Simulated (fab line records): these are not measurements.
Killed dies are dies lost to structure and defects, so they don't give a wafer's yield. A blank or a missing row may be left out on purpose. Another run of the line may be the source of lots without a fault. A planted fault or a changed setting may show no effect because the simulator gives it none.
Chamber matching + flow sky130 + SKY_VIA1_CMP_02 on cmp-01 has 4 sister chambers
The step polishes SiO2. 4 wafers are shown with their chamber, then 12 later ones without.

## EACH WAFER AND ITS CHAMBER
| wafer  | chamber | motor_current_A (A) |
|--------|---------|---------------------|
| L087.6 | 3       | 10.9                |
| L088.2 | 1       | 10.1                |
| L088.3 | 0       | 10.9                |
| L088.4 | 2       | 12.4                |

## WAFERS MISSING THEIR CHAMBER
| wafer  | motor_current_A (A) |
|--------|---------------------|
| L093.4 | 12.4                |
| L093.5 | 9.9                 |
| L093.6 | 11.9                |
| L094.1 | 11.6                |
| L094.2 | 10.9                |
| L094.3 | 10.8                |
| L094.4 | 10.5                |
| L094.5 | 10.6                |
| L094.6 | 11.0                |
| L095.1 | 11.3                |
| L095.3 | 10.8                |
| L095.5 | 11.7                |

## WHICH CHAMBER EACH WENT THROUGH
| wafer  | from the rows above          | in truth |
|--------|------------------------------|----------|
| L093.4 | 2                            | 2        |
| L093.5 | 1                            | 1        |
| L093.6 | can't be placed: 2 or 0 or 3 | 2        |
| L094.1 | can't be placed: 0 or 3 or 2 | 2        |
| L094.2 | can't be placed: 0 or 3      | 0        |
| L094.3 | can't be placed: 0 or 3 or 1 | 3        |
| L094.4 | can't be placed: 0 or 1 or 3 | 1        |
| L094.5 | can't be placed: 0 or 3 or 1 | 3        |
| L094.6 | can't be placed: 0 or 3      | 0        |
| L095.1 | can't be placed: 0 or 3 or 2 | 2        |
| L095.3 | can't be placed: 0 or 3 or 1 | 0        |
| L095.5 | can't be placed: 2 or 0 or 3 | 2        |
Correctly placed: 2 of 12. Unplaceable from these rows: 10, with the true chamber sitting among the candidates in 10. Number placed wrongly: 0.
How it was worked out, from the rows above alone: a wafer's distance from a chamber is the root of the sum, over the readings, of the square of ((its reading less the chamber's mean) divided by the reading's scatter). If the next closest chamber is less than 2 further off than the closest, the wafer can't be placed; otherwise it belongs to the closest. The mean given for a chamber averages the wafers shown for that chamber. The scatter (one wafer shown for each chamber): square how far every hidden wafer sits from the nearest shown wafer, average those squares and take the square root.
